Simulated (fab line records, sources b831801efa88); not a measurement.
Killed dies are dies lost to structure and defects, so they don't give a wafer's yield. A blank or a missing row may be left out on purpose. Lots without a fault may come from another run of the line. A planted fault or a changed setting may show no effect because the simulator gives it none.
fab line records | flow sky130
record lots=6 wafers=18 last_day=50
route steps=708 shown VIA2@524 METAL3@532 CAPM@537 PAD_OPEN@708
lots that met no fault: from a run of the same line without faults
start_h: hours from the record's first day to the start of the lot's first wafer shown | wait_h: hours since the lot's step before | " the same as in the row above | L1.1+2: a row that stands for several wafers | - no value, or no start given | * or withheld: withheld | < > ~ a bound
route shown NAME@n: a module of which the file shows steps, and the number in the route of the first | usual: mean/standard deviation of fault-free wafers | same: alike in all rows | chamber/n: place in a boat | sites: the reading at each site | _std_site: their standard deviation | _edge_site: outer sites' mean less inner sites' | radius_mm: how far each site lies from the wafer's centre | mask NAME#n: copy n | behind: the tool/chamber that last shaped the wafer | hold: why the lot was held/for how many hours/how that ended | device: the transistor (n, p or np) that didn't switch | end of line: the same wafers' tests at the end of the route | a step without rows: its recipe alone | killed: dies lost to structure and defects at the first sort, not the wafer's yield | map: a wafer's dies, x killed, . not, _ none there
set.NAME: the setting as run; set.NAME@STEP: as run at that earlier step | model.NAME: the simulator's own value behind a step, which no gauge read
lots at some steps of the route; a table a step, a row a wafer
services: from which hour (start_h, from the record's first day; less than 0 if before it) a tool's chamber was out of use, for how many hours, and why
## steps
# step SKY_VIA2_STRIP_17
# recipe chemistry=post_etch_residue_remover time_s=1200 temp_c=72.5
# step SKY_VIA2_CLEAN_18
# recipe chemistry=IPA time_s=180 temp_c=25
# step SKY_VIA2_CLEAN_19
# recipe chemistry=O3/DIW dry=n2_spin
# step SKY_VIA2_SPUTTER_20
# recipe material=TiN target_thk_nm=20 chamber_pressure_pa=5 power_w=4000 time_s=80
# step SKY_VIA2_CVD_21
# recipe material=W target_thk_nm=420 time_s=126.4 temp_c=400 pressure_torr=40
# usual heater_power_w=909/49
# columns lot.wafer tool chamber start_h wait_h heater_power_w
L340.1 cvd_w-01 1 859.55 0.0 941
L340.4 " 0 " " 957
L340.5 " 0 " " 950
L339.4 cvd_w-01 1 863.32 0.1 954
L339.5 " 0 " " 954
L339.6 " 1 " " 954
L350.1 cvd_w-01 0 939.47 0.0 953
L350.4 " 1 " " 892
L350.5 " 1 " " 912
L351.1 cvd_w-01 0 954.00 0.0 943
L351.5 " 1 " " 939
L351.6 " 0 " " 946
L356.3 cvd_w-02 1 978.66 0.1 815
L356.5 " 0 " " 920
L356.6 " 1 " " 816
L360.2 cvd_w-01 0 1016.06 0.0 953
L360.4 " 1 " " 913
L360.6 " 0 " " 941
# step SKY_VIA2_RS_MEAS_22
# recipe thk_meas_gauge=four-point-probe reads=W_of_VIA2_CVD_21+TiN_of_VIA2_SPUTTER_20
# usual VIA2_W_RS=0.274/0.0031
# columns lot.wafer tool chamber start_h wait_h VIA2_W_RS[ohm/sq]
L340.1 film_metro-01 - 859.68 0.1 0.280
L340.4 " - " " 0.274
L340.5 " - " " 0.272
L339.4 film_metro-03 - 863.47 0.1 0.278
L339.5 " - " " 0.273
L339.6 " - " " 0.279
L350.1 film_metro-03 - 939.60 0.1 0.270
L350.4 " - " " 0.272
L350.5 " - " " 0.272
L351.1 film_metro-03 - 954.13 0.1 0.271
L351.5 " - " " 0.270
L351.6 " - " " 0.270
L356.3 film_metro-01 - 978.79 0.1 0.276
L356.5 " - " " 0.271
L356.6 " - " " 0.277
L360.2 film_metro-01 - 1016.21 0.1 0.276
L360.4 " - " " 0.278
L360.6 " - " " 0.276
# step SKY_VIA2_THK_MEAS_23
# recipe thk_meas_gauge=xrf reads=W_of_VIA2_CVD_21
# usual VIA2_W_THK=429/6.6
# columns lot.wafer tool chamber start_h wait_h VIA2_W_THK[nm]
L340.1 film_metro-01 - 859.80 0.1 417
L340.4 " - " " 426
L340.5 " - " " 427
L339.4 film_metro-03 - 863.56 0.1 431
L339.5 " - " " 434
L339.6 " - " " 424
L350.1 film_metro-03 - 939.72 0.1 436
L350.4 " - " " 431
L350.5 " - " " 428
L351.1 film_metro-03 - 954.25 0.1 431
L351.5 " - " " 436
L351.6 " - " " 434
L356.3 film_metro-01 - 978.89 0.1 420
L356.5 " - " " 428
L356.6 " - " " 418
L360.2 film_metro-01 - 1016.32 0.1 424
L360.4 " - " " 421
L360.6 " - " " 421
# step SKY_VIA2_CMP_24
# recipe stop_on=SiO2 t_overpolish_s=20 down_force_psi=3.5 platen_rpm=60 target_thk_nm=0 pad_velocity_m_s=0.94248
# usual motor_current_A=10.9/0.98 overpolish_run_s=20.000/0.0091 slurry_flow_ml_min=150.0/0.48 time_to_endpoint_s=99/3.7
# columns lot.wafer tool chamber start_h wait_h motor_current_A overpolish_run_s slurry_flow_ml_min time_to_endpoint_s
L340.4 cmp-01 1 859.91 0.1 11.9 19.996 150.4 102
L340.1 " 3 " " 12.1 19.990 149.5 92
L340.5 " 0 " " 10.4 20.004 149.6 102
L339.4 cmp-01 0 863.74 0.2 11.1 20.018 150.4 103
L339.6 " 1 " " 12.3 20.003 149.9 104
L339.5 " 2 " " 11.5 20.014 149.6 103
L350.4 cmp-02 2 939.78 0.0 8.9 19.999 150.3 93
L350.1 " 3 " " 9.5 20.009 149.8 100
L350.5 " 3 " " 10.0 20.015 149.9 97
L351.1 cmp-01 1 954.46 0.2 12.0 20.005 149.3 106
L351.6 " 2 " " 11.0 19.981 149.1 101
L351.5 " 3 " " 11.3 20.004 150.2 100
L356.3 cmp-02 2 979.03 0.1 8.6 20.014 149.4 95
L356.5 " 0 " " 11.4 20.010 149.5 96
L356.6 " 1 " " 11.0 19.994 149.9 101
L360.2 cmp-01 1 1016.42 0.1 11.8 20.002 149.7 99
L360.4 " 3 " " 11.9 20.006 150.1 92
L360.6 " 0 " " 10.8 20.003 150.3 97
# step SKY_METAL3_SPUTTER_00
# recipe material=Ti target_thk_nm=15 power_w=3000 time_s=10 chamber_pressure_pa=0.4
# step SKY_METAL3_SPUTTER_01
# recipe material=TiN target_thk_nm=20 power_w=6500 time_s=16.7 chamber_pressure_pa=0.4
# usual cathode_dc_power_W=6500.1/1.1 chamber_pressure_pa=0.4000/0.00087 throttle_valve_pct=30.4/1.1
# columns lot.wafer tool chamber start_h wait_h cathode_dc_power_W chamber_pressure_pa throttle_valve_pct
L340.1 pvd_sputter-04 - 860.19 0.0 6499.7 0.3998 32.8
L340.4 " - " " 6501.5 0.3997 31.6
L340.5 " - " " 6499.7 0.3996 32.7
L339.4 pvd_sputter-01 - 863.91 0.0 6500.5 0.4009 30.1
L339.5 " - " " 6501.3 0.4016 29.9
L339.6 " - " " 6500.2 0.4002 29.2
L350.1 pvd_sputter-02 - 940.10 0.0 6500.2 0.3991 30.4
L350.4 " - " " 6502.5 0.3984 29.0
L350.5 " - " " 6499.8 0.3989 29.2
L351.1 pvd_sputter-02 - 954.63 0.0 6501.3 0.4004 30.7
L351.5 " - " " 6499.4 0.4003 29.3
L351.6 " - " " 6500.3 0.4008 30.6
L356.3 pvd_sputter-02 - 979.25 0.0 6498.0 0.3988 30.5
L356.5 " - " " 6501.0 0.4005 30.7
L356.6 " - " " 6498.7 0.4010 30.6
L360.2 pvd_sputter-01 - 1016.69 0.0 6501.7 0.4000 29.5
L360.4 " - " " 6501.0 0.3998 30.5
L360.6 " - " " 6499.6 0.4003 28.7
# step SKY_METAL3_SPUTTER_02
# recipe material=AlCu target_thk_nm=735 power_w=10600 time_s=39.1 chamber_pressure_pa=0.4
# usual cathode_dc_power_W=10600/1.8 chamber_pressure_pa=0.4000/0.00083 throttle_valve_pct=30.4/1.1
# columns lot.wafer tool chamber start_h wait_h cathode_dc_power_W chamber_pressure_pa throttle_valve_pct
L340.1 pvd_sputter-04 - 860.21 0.0 10595 0.3995 32.5
L340.4 " - " " 10597 0.4001 31.4
L340.5 " - " " 10600 0.3998 32.4
L339.4 pvd_sputter-01 - 863.94 0.0 10598 0.4010 30.2
L339.5 " - " " 10602 0.4001 30.2
L339.6 " - " " 10598 0.4002 29.5
L350.1 pvd_sputter-02 - 940.13 0.0 10597 0.3998 30.4
L350.4 " - " " 10601 0.3985 29.2
L350.5 " - " " 10600 0.3997 29.1
L351.1 pvd_sputter-02 - 954.66 0.0 10599 0.3990 30.6
L351.5 " - " " 10600 0.3987 29.3
L351.6 " - " " 10601 0.4000 30.3
L356.3 pvd_sputter-02 - 979.28 0.0 10599 0.4008 30.5
L356.5 " - " " 10599 0.4011 30.3
L356.6 " - " " 10602 0.4000 30.9
L360.2 pvd_sputter-01 - 1016.72 0.0 10601 0.4004 29.2
L360.4 " - " " 10598 0.4015 30.4
L360.6 " - " " 10601 0.4007 28.8
# step SKY_METAL3_SPUTTER_03
# recipe material=Ti target_thk_nm=5 power_w=3000 time_s=3.3 chamber_pressure_pa=0.4
# step SKY_METAL3_SPUTTER_04
# recipe material=TiN target_thk_nm=70 power_w=6500 time_s=58.3 chamber_pressure_pa=0.4
# usual cathode_dc_power_W=6500.0/1.1 chamber_pressure_pa=0.3999/0.00079 throttle_valve_pct=30.4/1.1
# columns lot.wafer tool chamber start_h wait_h cathode_dc_power_W chamber_pressure_pa throttle_valve_pct
L340.1 pvd_sputter-04 - 860.27 0.0 6500.3 0.3997 32.4
L340.4 " - " " 6500.5 0.4011 31.7
L340.5 " - " " 6499.8 0.3988 32.9
L339.4 pvd_sputter-01 - 863.99 0.0 6498.5 0.4008 30.2
L339.5 " - " " 6500.3 0.3998 29.9
L339.6 " - " " 6499.6 0.3997 29.3
L350.1 pvd_sputter-02 - 940.19 0.0 6499.4 0.4000 30.3
L350.4 " - " " 6501.4 0.3991 29.1
L350.5 " - " " 6499.7 0.3990 29.3
L351.1 pvd_sputter-02 - 954.71 0.0 6499.1 0.4017 30.6
L351.5 " - " " 6498.6 0.4004 29.2
L351.6 " - " " 6500.5 0.3999 30.5
L356.3 pvd_sputter-02 - 979.34 0.0 6500.4 0.4000 30.2
L356.5 " - " " 6500.1 0.3998 30.5
L356.6 " - " " 6500.2 0.3994 30.6
L360.2 pvd_sputter-01 - 1016.78 0.0 6500.8 0.3998 29.2
L360.4 " - " " 6498.4 0.4012 30.5
L360.6 " - " " 6499.9 0.3991 28.3
# step SKY_CAPM_CVD_00
# recipe material=SiO2 target_thk_nm=15.5 temp_c=400 time_s=withheld rf_w=450
# step SKY_CAPM_THK_MEAS_01
# recipe reads=SiO2_of_CAPM_CVD_00
# usual CAPM_CVD_00_THK=15.54/0.21
# columns lot.wafer tool chamber start_h wait_h CAPM_CVD_00_THK[nm]
L340.1 film_metro-04 - 860.34 - 15.10
L340.4 " - " " 15.28
L340.5 " - " " 15.37
L339.4 film_metro-01 - 864.09 - 15.63
L339.5 " - " " 15.78
L339.6 " - " " 15.51
L350.1 film_metro-02 - 940.26 - 15.36
L350.4 " - " " 15.92
L350.5 " - " " 15.59
L351.1 film_metro-04 - 954.78 - 15.62
L351.5 " - " " 15.65
L351.6 " - " " 15.31
L356.3 film_metro-04 - 979.44 - 15.25
L356.5 " - " " 15.72
L356.6 " - " " 15.97
L360.2 film_metro-01 - 1016.86 - 15.25
L360.4 " - " " 15.52
L360.6 " - " " 16.08
# step SKY_CAPM_SPUTTER_02
# recipe material=TiN target_thk_nm=200 temp_c=300 power_w=6500 time_s=166.7 chamber_pressure_pa=0.4
# step SKY_CAPM_RS_MEAS_03
# recipe thk_meas_gauge=four-point-probe reads=TiN_of_CAPM_SPUTTER_02
# usual CAPM_TIN_RS=6.97/0.09
# columns lot.wafer tool chamber start_h wait_h CAPM_TIN_RS[ohm/sq]
L340.1 film_metro-02 - 860.51 0.1 7.06
L340.4 " - " " 6.97
L340.5 " - " " 6.93
L339.4 film_metro-04 - 864.29 0.1 7.01
L339.5 " - " " 7.01
L339.6 " - " " 6.90
L350.1 film_metro-01 - 940.43 0.1 7.06
L350.4 " - " " 7.02
L350.5 " - " " 6.88
L351.1 film_metro-04 - 954.95 0.1 6.92
L351.5 " - " " 6.93
L351.6 " - " " 7.00
L356.3 film_metro-01 - 979.63 0.1 7.26
L356.5 " - " " 7.06
L356.6 " - " " 7.19
L360.2 film_metro-02 - 1017.04 0.1 7.04
L360.4 " - " " 7.08
L360.6 " - " " 7.00
# step SKY_CAPM_THK_MEAS_04
# recipe thk_meas_gauge=xrf reads=TiN_of_CAPM_SPUTTER_02
# usual CAPM_TIN_THK=201.3/2.6
# columns lot.wafer tool chamber start_h wait_h CAPM_TIN_THK[nm]
L340.1 film_metro-02 - 860.63 0.1 198.9
L340.4 " - " " 202.3
L340.5 " - " " 203.7
L339.4 film_metro-04 - 864.38 0.1 200.2
L339.5 " - " " 201.2
L339.6 " - " " 203.5
L350.1 film_metro-01 - 940.55 0.1 198.5
L350.4 " - " " 198.9
L350.5 " - " " 203.2
L351.1 film_metro-04 - 955.07 0.1 201.2
L351.5 " - " " 202.3
L351.6 " - " " 198.0
L356.3 film_metro-01 - 979.73 0.1 193.9
L356.5 " - " " 199.3
L356.6 " - " " 194.8
L360.2 film_metro-02 - 1017.15 0.1 199.2
L360.4 " - " " 198.5
L360.6 " - " " 200.4
# step SKY_CAPM_DEHYDRATE_05
# recipe temp_c=200 time_s=60
# step SKY_CAPM_HMDS_06
# recipe prime_time_s=60 prime_temp_c=120
# step SKY_CAPM_COAT_07
# recipe resist=NOVOLAK spin_rpm=3000 resist_thk_nm=1140
# step SKY_CAPM_SOFTBAKE_08
# recipe temp_c=90 time_s=60 resist=NOVOLAK
# step SKY_CAPM_EXPOSE_09
# recipe mask_id=CAPM na=0.6 source_shape=conventional sigma_outer=0.6 polarization=unpolarized target_cd_nm=1000 dose_mj=159
# step SKY_CAPM_PEB_10
# recipe temp_c=withheld time_s=* resist=NOVOLAK
# step SKY_CAPM_DEVELOP_11
# recipe resist=NOVOLAK developer=TMAH develop_time_s=60 dev_temp_c=23
# step SKY_CAPM_OVL_MEAS_12
# usual CAPM_OVL=0.7/1.5
# columns lot.wafer tool chamber start_h wait_h CAPM_OVL[nm]
L340.1 overlay-01 - 886.03 0.1 0.3
L340.4 " - " " -1.1
L340.5 " - " " 0.6
L339.4 overlay-02 - 889.67 0.1 -0.3
L339.5 " - " " 0.2
L339.6 " - " " -0.5
L350.1 overlay-01 - 964.28 0.1 2.3
L350.4 " - " " 0.9
L350.5 " - " " 1.8
L351.1 overlay-01 - 978.21 0.1 1.1
L351.5 " - " " 0.3
L351.6 " - " " 1.4
L356.3 overlay-01 - 1001.95 0.1 2.1
L356.5 " - " " 1.4
L356.6 " - " " 1.2
L360.2 overlay-02 - 1038.92 0.1 3.4
L360.4 " - " " 0.3
L360.6 " - " " 0.3
# step SKY_CAPM_METAL_ETCH_13
# recipe target_depth_nm=220 stop_on=SiO2 chemistry=Cl2/BCl3 target=TiN pressure_mtorr=10 icp_w=900 bias_w=48.5 Cl2_flow_sccm=60 bcl3_flow_sccm=30 time_s=62.9
# usual drypump_motor_current_A=5.6/0.5 oes_product_au=0.937/0.0084 throttle_valve_pct=21.903/0.01
# columns lot.wafer tool chamber start_h wait_h drypump_motor_current_A oes_product_au rf_hours_counter_h throttle_valve_pct
L340.1 rie_metal-04 0 886.07 0.0 5.0 0.931 15 21.900
L340.4 " 1 " " 5.6 0.938 - 21.897
L340.5 " 1 " " 5.7 0.945 - 21.902
L339.4 rie_metal-02 0 889.77 0.1 6.5 0.934 - 21.920
L339.5 " 0 " " 6.5 0.928 - 21.914
L339.6 " 0 " " 6.5 0.948 - 21.896
L350.1 rie_metal-01 0 964.32 0.0 5.4 0.924 10 21.899
L350.4 " 0 " " 5.4 0.932 - 21.907
L350.5 " 1 " " 5.1 0.939 - 21.913
L351.1 rie_metal-01 1 978.25 0.0 5.1 0.936 20 21.898
L351.5 " 0 " " 5.4 0.937 - 21.902
L351.6 " 1 " " 5.1 0.940 - 21.894
L356.3 rie_metal-02 0 1002.00 0.1 6.5 0.913 - 21.917
L356.5 " 1 " " 6.3 0.929 - 21.903
L356.6 " 0 " " 6.5 0.920 - 21.913
L360.2 rie_metal-01 1 1038.95 0.0 5.1 0.921 1 21.888
L360.4 " 1 " " 5.1 0.931 - 21.921
L360.6 " 0 " " 5.4 0.935 - 21.913
# step SKY_CAPM_STRIP_14
# recipe chemistry=O2/N2 power_w=1400 pressure_mtorr=1500 platen_temp_c=withheld o2_flow_sccm=3000 n2_flow_sccm=300 overash_fraction=0.5
# step SKY_CAPM_STRIP_15
# recipe chemistry=post_etch_residue_remover time_s=1200 temp_c=72.5
# step SKY_CAPM_CLEAN_16
# recipe chemistry=IPA time_s=180 temp_c=25
# step SKY_CAPM_CLEAN_17
# recipe chemistry=O3/DIW dry=n2_spin
# step SKY_METAL3_DEHYDRATE_05
# recipe temp_c=200 time_s=60
# step SKY_METAL3_HMDS_06
# recipe prime_time_s=60 prime_temp_c=120
# step SKY_METAL3_COAT_07
# recipe resist=BARC temp_c=withheld time_s=withheld spin_rpm=3000 resist_thk_nm=60
# step SKY_METAL3_COAT_08
# recipe resist=KrF-thick spin_rpm=3000 resist_thk_nm=1140
# step SKY_METAL3_SOFTBAKE_09
# recipe temp_c=100 time_s=90 resist=KrF-thick
# step SKY_METAL3_EXPOSE_10
# recipe mask_id=MM3 na=0.68 source_shape=annular sigma_inner=0.4 sigma_outer=0.8 target_cd_nm=300 dose_mj=28
# step SKY_METAL3_PEB_11
# recipe peb_temp_c=withheld peb_time_s=withheld resist=KrF-thick
# step SKY_METAL3_DEVELOP_12
# recipe develop_time_s=60 resist=KrF-thick dev_temp_c=21
# step SKY_METAL3_CD_MEAS_13
# recipe target_cd_nm=300
# usual cd_nm=299.5/1.8
# columns lot.wafer tool chamber start_h wait_h cd_nm
L340.1 cd_sem-02 - 911.31 - 300.3
L340.4 " - " " 301.3
L340.5 " - " " 302.4
L339.4 cd_sem-01 - 915.77 - 303.1
L339.5 " - " " 303.5
L339.6 " - " " 303.0
L350.1 cd_sem-02 - 989.06 - 302.2
L350.4 " - " " 300.5
L350.5 " - " " 302.3
L351.1 cd_sem-02 - 1001.56 - 300.2
L351.5 " - " " 301.5
L351.6 " - " " 300.7
L356.3 cd_sem-02 - 1025.35 - 297.7
L356.5 " - " " 296.4
L356.6 " - " " 297.3
L360.2 cd_sem-02 - 1061.63 - 296.3
L360.4 " - " " 295.8
L360.6 " - " " 296.7
# step SKY_METAL3_OVL_MEAS_14
# usual METAL3_OVL=1/5.3
# columns lot.wafer tool chamber start_h wait_h METAL3_OVL[nm]
L340.1 overlay-02 - 911.43 0.1 0
L340.4 " - " " 4
L340.5 " - " " -7
L339.4 overlay-01 - 915.84 0.1 6
L339.5 " - " " 4
L339.6 " - " " 3
L350.1 overlay-02 - 989.18 0.1 -3
L350.4 " - " " -7
L350.5 " - " " 0
L351.1 overlay-02 - 1001.68 0.1 -1
L351.5 " - " " -2
L351.6 " - " " -1
L356.3 overlay-01 - 1025.44 0.1 5
L356.5 " - " " 9
L356.6 " - " " 7
L360.2 overlay-02 - 1061.73 0.1 -5
L360.4 " - " " 2
L360.6 " - " " 4
# step SKY_METAL3_DESCUM_15
# recipe chemistry=O2 source_power_w=150 bias_power_w=0 pressure_mtorr=10 temp_c=40 time_s=8
# step SKY_PAD_OPEN_PROBE_99
# usual defect_limited_yield=82.6/1.7 killed_at_M0_to_M3=42/6.4 killed_at_M4_up=3.2/1.9 killed_at_contacts=24/4.8 killed_at_front_end=16/4.4 killed_at_other=0.3/0.55 killed_dies=86/8.6 killed_open=46/6.6 killed_short=39/5.7 sort_bin_3_pad_short=0.8/0.41 sort_bin_5_function=10.3/1.5 sort_bin_6_memory=6.3/1 sort_n_pass=406/8.6 sort_yield_pct=82.6/1.7
# same gross_dies=492 killed_at_back_side=0 sort_bin_4_leakage[%]=0 sort_bin_8_speed[%]=0
# columns lot.wafer tool chamber start_h wait_h defect_limited_yield[%] killed_at_M0_to_M3 killed_at_M4_up killed_at_contacts killed_at_front_end killed_at_other killed_dies killed_open killed_short sort_bin_3_pad_short[%] sort_bin_5_function[%] sort_bin_6_memory[%] sort_n_pass sort_yield_pct[%] model.etest.tester.sort_n_pass model.etest.tester.sort_yield_pct model.etest.tester.sort_bin_5_pct model.etest.tester.sort_bin_3_pct
L340.1 prober-01 - 1082.78 0.1 79.1 52 3 29 19 0 103 63 40 0.8 11.6 8.5 389 79.1 389 79.06 11.59 0.813
L340.4 prober-01 - 1082.93 0.2 78.5 55 3 23 25 0 106 58 48 1.8 11.6 8.1 386 78.5 386 78.46 11.59 1.829
L340.5 prober-01 - 1082.98 0.2 81.9 45 3 22 19 0 89 47 42 1.4 10.6 6.1 403 81.9 403 81.91 10.57 1.423
L339.4 prober-02 - 1084.20 0.2 84.6 34 2 25 15 0 76 42 33 0.6 8.1 6.7 416 84.6 416 84.55 8.13 0.6098
L339.5 prober-02 - 1084.25 0.2 83.7 41 5 17 17 0 80 37 43 0.8 10.6 4.9 412 83.7 412 83.74 10.57 0.813
L339.6 prober-02 - 1084.30 0.2 82.9 48 0 23 13 0 84 48 35 0.8 9.6 6.7 408 82.9 408 82.93 9.553 0.813
L350.1 prober-01 - 1146.30 0.1 83.5 40 3 20 17 1 81 45 35 0.8 9.8 5.9 411 83.5 411 83.54 9.756 0.813
L350.4 prober-01 - 1146.45 0.2 86.2 37 1 14 16 0 68 41 27 0.8 6.9 6.1 424 86.2 424 86.18 6.911 0.813
L350.5 prober-01 - 1146.50 0.2 83.3 46 2 20 11 3 82 42 39 0.2 11.0 5.5 410 83.3 410 83.33 10.98 0.2033
L351.1 prober-02 - 1156.28 0.1 70.1 108 3 22 14 0 147 42 37 6.1 17.1 6.7 345 70.1 345 70.12 17.07 6.098
L351.5 prober-02 - 1156.48 0.2 68.3 113 2 26 14 1 156 49 36 4.7 21.1 5.9 336 68.3 336 68.29 21.14 4.675
L351.6 prober-02 - 1156.53 0.2 68.7 111 3 19 21 0 154 54 36 4.9 18.9 7.5 338 68.7 338 68.7 18.9 4.878
L356.3 prober-02 - 1174.39 0.2 70.9 99 4 21 19 0 143 40 33 4.7 17.3 7.1 349 70.9 349 70.94 17.28 4.675
L356.5 prober-02 - 1174.49 0.2 70.5 109 2 19 15 0 145 38 34 5.1 18.9 5.5 347 70.5 347 70.53 18.9 5.081
L356.6 prober-02 - 1174.54 0.2 69.7 110 3 18 18 0 149 46 35 4.5 17.9 7.9 343 69.7 343 69.72 17.89 4.472
# killed by level:class
L340.1 VIA1:geometric_particle:open=14 VIA3:geometric_particle:open=12 LI_CONTACT:geometric_particle:open=10 VIA2:geometric_particle:open=8 CONTACT:geometric_particle:open=7 METAL2:geometric_particle:short=6 POLY_GATE:geometric_particle:short=5 LOCAL_INTERCONNECT:geometric_particle:short=5
L340.4 VIA1:geometric_particle:open=12 POLY_GATE:geometric_particle:open=9 FIELD_ISO:geometric_particle:open=7 METAL1:geometric_particle:short=7 VIA3:geometric_particle:open=7 LI_CONTACT:geometric_particle:open=6 CONTACT:geometric_particle:open=6 METAL2:geometric_particle:short=6
L340.5 VIA1:geometric_particle:open=12 VIA2:geometric_particle:open=9 CONTACT:geometric_particle:short=7 CONTACT:geometric_particle:open=7 FIELD_ISO:geometric_particle:short=6 VIA3:geometric_particle:open=5 FIELD_ISO:geometric_particle:open=4 LOCAL_INTERCONNECT:geometric_particle:short=4
L339.4 LOCAL_INTERCONNECT:geometric_particle:short=8 POLY_GATE:geometric_particle:open=7 VIA2:geometric_particle:open=7 VIA3:geometric_particle:open=7 CONTACT:geometric_particle:open=6 METAL1:geometric_particle:short=6 VIA1:geometric_particle:open=5 POLY_GATE:geometric_particle:short=4
L339.5 METAL2:geometric_particle:short=8 VIA1:geometric_particle:open=6 FIELD_ISO:geometric_particle:short=5 CONTACT:geometric_particle:open=5 METAL1:geometric_particle:short=5 VIA2:geometric_particle:open=5 POLY_GATE:geometric_particle:open=4 LOCAL_INTERCONNECT:geometric_particle:short=4
L339.6 LOCAL_INTERCONNECT:geometric_particle:short=8 METAL1:geometric_particle:short=8 VIA1:geometric_particle:open=8 VIA3:geometric_particle:open=8 VIA2:geometric_particle:open=7 LI_CONTACT:geometric_particle:open=5 METAL1:geometric_particle:open=5 CONTACT:geometric_particle:short=4
L350.1 VIA1:geometric_particle:open=10 CONTACT:geometric_particle:open=7 POLY_GATE:geometric_particle:short=6 VIA3:geometric_particle:open=6 POLY_GATE:geometric_particle:open=5 VIA2:geometric_particle:open=5 VIA3:geometric_particle:short=4 LI_CONTACT:geometric_particle:open=4
L350.4 METAL1:geometric_particle:short=8 VIA3:geometric_particle:open=8 FIELD_ISO:geometric_particle:open=7 CONTACT:geometric_particle:open=6 VIA1:geometric_particle:open=6 VIA2:geometric_particle:open=5 FIELD_ISO:geometric_particle:short=4 LI_CONTACT:geometric_particle:open=4
L350.5 VIA1:geometric_particle:open=12 VIA3:geometric_particle:open=8 CONTACT:geometric_particle:open=7 VIA3:geometric_particle:short=6 LI_CONTACT:geometric_particle:short=5 METAL1:geometric_particle:short=5 POLY_GATE:geometric_particle:short=4 LI_CONTACT:geometric_particle:open=4
L351.1 METAL3:unspecified=68 VIA1:geometric_particle:open=9 LI_CONTACT:geometric_particle:open=8 VIA2:geometric_particle:open=7 FIELD_ISO:geometric_particle:short=6 VIA3:geometric_particle:open=6 CONTACT:geometric_particle:open=5 METAL3:geometric_particle:short=5
L351.5 METAL3:unspecified=69 CONTACT:geometric_particle:open=14 VIA1:geometric_particle:open=10 METAL1:geometric_particle:short=7 FIELD_ISO:geometric_particle:open=6 VIA3:geometric_particle:open=6 LI_CONTACT:geometric_particle:open=5 VIA2:geometric_particle:short=4
L351.6 METAL3:unspecified=64 VIA1:geometric_particle:open=13 CONTACT:geometric_particle:open=8 FIELD_ISO:geometric_particle:short=7 LI_CONTACT:geometric_particle:open=7 VIA3:geometric_particle:open=7 FIELD_ISO:geometric_particle:open=6 POLY_GATE:geometric_particle:short=6
L356.3 METAL3:unspecified=67 VIA1:geometric_particle:open=9 CONTACT:geometric_particle:open=7 VIA3:geometric_particle:open=7 FIELD_ISO:geometric_particle:short=6 LI_CONTACT:geometric_particle:open=5 METAL2:geometric_particle:short=4 FIELD_ISO:geometric_particle:open=3
L356.5 METAL3:unspecified=73 VIA1:geometric_particle:open=7 LI_CONTACT:geometric_particle:open=6 VIA1:geometric_particle:short=6 VIA3:geometric_particle:open=6 POLY_GATE:geometric_particle:open=5 VIA2:geometric_particle:open=5 POLY_GATE:geometric_particle:short=4
L356.6 METAL3:unspecified=68 VIA1:geometric_particle:open=10 CONTACT:geometric_particle:open=8 VIA3:geometric_particle:open=7 METAL2:geometric_particle:short=6 VIA2:geometric_particle:open=6 LI_CONTACT:geometric_particle:open=5 METAL1:geometric_particle:short=5
# map L351.5 (x killed, . not)
__________....x..xxx_________
________x.......x..x.x_______
______..xx......x......x_____
_____xx.....x.x..x...x...____
____x...........x..x..x..x___
___x...x.......x.........xx__
__xx.....x.....x..x..xx....._
_...x........................
_xxxx..x.x....x....x..x..x..x
_...........xx...x..x........
_.x...x......x..x.x..........
_...x....xx.....xx.xx.......x
_..xx..x.....x..xxxxx........
_..x.x.x......xxxxxxxxxx.x...
_.........x..x.xxxxxxxxx.....
__.x....x.....xxxxxxxxxxxx.._
___.x....x..xxxxxxxxxxxx...__
____..x.x.....x.xxxxxxxx..___
_____..........xxxxxxxx..____
______x.......xx.xxxxx.._____
________.....xx.....x._______
__________.........._________
# map L356.6 (x killed, . not)
__________..x..x...._________
________x............._______
______x........x..x....._____
_____...x.....x.x.....x..____
____....x...x....x....x...___
___.....x......xxx...x.....__
__.x...x.x....x.xxxxx.x..x.._
_...x.....x...xxxxxx.........
_.xxx....xx..xxxxxxxxx.x..xx.
_..x....x....xxxxxxxx........
_...x......xxxxxxxxxx.x...xx.
_..x...x..xxxxxxxxxxxx.......
_..xx.x.x..xxxxxxxxxxx.x....x
_.....x......xx.xxxxxx.x.....
_x.......x....x.xxxxxx......x
__.x......xx......x.....x..x_
___.........x..x...........__
____.............xx.x.....___
_____x....x........x....x____
______..........x...xx.._____
________.............._______
__________.x........_________
## services
# columns tool chamber start_h hours kind
cvd_w-01 - 849.63 6.9 pm
rie_metal-01 0 873.71 8.3 repair
rie_metal-01 0 892.26 5.2 repair
cvd_w-01 - 904.00 14.0 pm
pvd_sputter-04 - 909.72 5.0 repair
cmp-01 - 912.00 4.0 pm
pvd_sputter-01 3 922.56 - consumable_replace:kit
pvd_sputter-01 3 922.56 18.0 scheduled_down
pvd_sputter-01 3 922.56 18.0 vent_cycle
pvd_sputter-01 - 923.22 5.2 repair
cvd_w-02 - 925.78 2.8 pm
rie_metal-04 - 930.37 0.8 repair
cmp-02 - 935.33 0.6 repair
pvd_sputter-04 - 953.60 0.5 repair
pvd_sputter-02 1 961.37 - consumable_replace:kit
pvd_sputter-02 1 961.37 18.0 scheduled_down
pvd_sputter-02 1 961.37 18.0 vent_cycle
cmp-02 - 965.66 5.7 pm
rie_metal-04 0 985.02 40.2 repair
cmp-01 - 990.01 2.4 repair
cmp-02 - 994.07 4.6 repair
cmp-02 - 1010.64 0.8 repair
pvd_sputter-02 - 1027.54 0.5 repair
cvd_w-02 1 1034.14 8.8 repair
## key
first_sign step=SKY_PAD_OPEN_PROBE_99 reading=killed_at_M0_to_M3 direction=up sigmas=10 usual=42 struck=108
effect step=SKY_PAD_OPEN_PROBE_99 reading=sort_bin_3_pad_short direction=up sigmas=10 usual=0.8 struck=5.0
model_effect step=SKY_PAD_OPEN_PROBE_99 value=etest.tester.sort_n_pass without=399.5 struck=343
met_at SKY_METAL3_SPUTTER_04
struck_wafers L351.1,L351.5,L351.6,L356.3,L356.5,L356.6
onset_between 940.19 954.71
also_fits SKY_METAL3_SPUTTER_01:pvd_sputter-02,SKY_METAL3_SPUTTER_02:pvd_sputter-02
fault kind=chamber_particle_source tool=pvd_sputter-02 chamber=- onset_h=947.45 steps=SKY_METAL3_SPUTTER_04 rate_per_visit_cm2=1.9169 end_h=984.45
